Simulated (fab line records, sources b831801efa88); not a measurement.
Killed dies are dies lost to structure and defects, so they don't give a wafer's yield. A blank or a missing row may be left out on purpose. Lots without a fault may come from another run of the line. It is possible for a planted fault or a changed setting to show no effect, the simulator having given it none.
Chamber matching -- flow gf180mcu -- 3 sister chambers for GF_V1_CVD_02 on pecvd-01
The step deposits SiO2 from TEOS, target thk 850 nm, time 94.851 s. 6 wafers are shown with their chamber, then 8 later ones without.

== WAFERS WITH THEIR CHAMBER ==
wafer,chamber,heater power w (W),susceptor temp C (C)
L300.2,0,686,400.28
L300.5,2,643,400.19
L304.1,1,528,400.07
L304.5,2,737,400.11
L304.6,0,548,400.26
L305.2,1,580,399.87

== WAFERS WHOSE CHAMBER IS MISSING ==
wafer,heater power w (W),susceptor temp C (C)
L305.5,618,399.87
L305.6,757,399.87
L306.2,615,400.08
L306.4,583,399.78
L306.6,655,400.15
L308.1,636,400.31
L308.4,552,400.03
L308.5,687,400.10

== EACH ONE'S CHAMBER ==
wafer,from the rows above,in truth
L305.5,can't be placed: 1 or 2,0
L305.6,can't be placed: 1 or 2 or 0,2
L306.2,can't be placed: 2 or 1 or 0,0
L306.4,1,1
L306.6,can't be placed: 2 or 0 or 1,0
L308.1,can't be placed: 0 or 2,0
L308.4,can't be placed: 1 or 2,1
L308.5,can't be placed: 2 or 0 or 1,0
Placed correctly: 1 of 8. Cannot be placed on the basis of these rows: 7; the candidates contain the true chamber in 6. 0 placed wrongly.
How it was worked out, from the rows above alone: a wafer's distance from a chamber is the root of the sum, over the readings, of the square of ((its reading less the chamber's mean) divided by the reading's scatter). If the next closest chamber is less than 2 further off than the closest, the wafer can't be placed; otherwise it belongs to the closest. Each chamber's mean is taken over the wafers shown for it. How the scatter is found: for the shown wafers, subtract from each reading the mean of its chamber, square and add these, divide the total by (wafers less chambers), then take the root.
